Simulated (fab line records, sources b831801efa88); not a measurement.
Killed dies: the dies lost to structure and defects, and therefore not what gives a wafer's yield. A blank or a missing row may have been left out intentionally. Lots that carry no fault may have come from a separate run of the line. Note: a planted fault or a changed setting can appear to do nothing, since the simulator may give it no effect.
8D (eight disciplines) problem report, filled in by code    flow gf180mcu    the parts of the form that need people (team, actions taken, sign-off) are left out

1. WHAT IS WRONG
Mean V5_W_RS at GF_V5_RS_MEAS_24: 0.359 ohm/sq over 3 wafers in 2 lots; fault-free wafers: 0.323 ohm/sq, standard deviation 0.0047. That puts it +7.7 standard deviations away from the usual mean.
The step: measures by four-point-probe.
Seen first at day 31 03:33 on film metro-04, wafer L976.1. At this step, 33 wafers from 11 lots have a number in the record. Rule for "out" (also "out of limits"): further than 4 standard deviations from the usual mean. The rest of the wafers with a number are treated as sound.

2. WHAT THIS IS AND IS NOT
question                     is                      is not
which readings at this step  V5_W_RS                 -
which lots                   L976, L978              L964, L965, L967, L970, L974, L975, L977, L984, L985
which wafers of those lots   L976.1, L978.1, L978.6  L976.4, L976.5, L978.2
read on which gauges         film metro-04           film metro-02, film metro-03
when                         from day 31 03:33       up to then (20 sound wafers); but 10 sound wafers of L977, L978, L984, L985 came after

3. SUSPECTS, AND WHAT RULES EACH OUT
Counting: a tool at a process step up to the reading stays a suspect if it ran every lot that is out. Sound lots after the first of them don't rule it out here, since some wafers of a struck lot are sound.
- ruled out: the gauge at GF_V5_RS_MEAS_24. All the wafers that are out were read on film metro-04, but those of them that GF_V5_CVD_23 has rows for are out there too, on other tools.
- pvd sputter-04 at GF_M2_SPUTTER_04 (material TiN, target thk 50 nm, time 41.7 s): kept. It ran every lot that is out, first L976 (day 22 23:40).
- cmp-01 at GF_V5_CMP_04 (polishes SiO2): kept. It processed each lot that is out (first: L976, day 30 07:50); up to then, its last sound lot is L974 (day 30 04:01).
- cvd w-01 at GF_V5_CVD_23 (deposits W, target thk 350 nm, time 104.9 s): kept. It processed each lot that is out (first: L976, day 31 03:26); up to then, its last sound lot is L974 (day 31 00:02). Out on those wafers are its own readings of chamber pressure Torr.
- The sound lot-mates ran in chamber 1 of cvd w-01 at GF_V5_CVD_23, but the wafers that are out ran in chamber 0.
After the count, these remain: pvd sputter-04 at GF_M2_SPUTTER_04, cmp-01 at GF_V5_CMP_04 and cvd w-01 at GF_V5_CVD_23.

4. THE CAUSE (what the simulator had put in)
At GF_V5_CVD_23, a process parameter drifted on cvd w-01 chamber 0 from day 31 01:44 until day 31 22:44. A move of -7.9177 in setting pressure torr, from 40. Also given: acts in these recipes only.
Counting left 3 suspects, and this tool is among them.

5. THE EFFECT CHAIN, in route order
One row per reading whose mean, taken over the struck wafers that have a number, lies over 3 standard deviations from the usual. Only readings for which the record gives a usual standard deviation are gone through. hours: the time from each lot's start at the first step in this table that gives one to its start at this step, as a median over the lots. sigmas: the change in usual standard deviations.
hours  step               reading                usual         on struck wafers  change  sigmas
0      GF_V5_CVD_23       chamber pressure Torr  40.00 Torr    32.03             -7.97   -99 or more
0      GF_V5_RS_MEAS_24   V5_W_RS                0.323 ohm/sq  0.359             +0.036  +7.7
3      GF_V5_THK_MEAS_25  V5_W_THK               363 nm        323               -40     -5.9
Here are the process steps it includes:
- GF_V5_CVD_23: deposits W, target thk 350 nm, time 104.9 s.

6. HOW IT WOULD HAVE BEEN CAUGHT EARLIER
In this record the first reading out of limits at a measuring or inspecting step was taken at day 31 03:33, 2 hours after the fault began at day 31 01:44.
Tool's own readings at GF_V5_CVD_23, chamber pressure Torr: out on all struck wafers the step has rows for; an alarm limit on them would have tripped on the first.
Among the 2 lots that are out, L978 began GF_V5_CVD_23 on cvd w-01 after day 31 03:33. Putting the tool on hold at that point would have spared it.
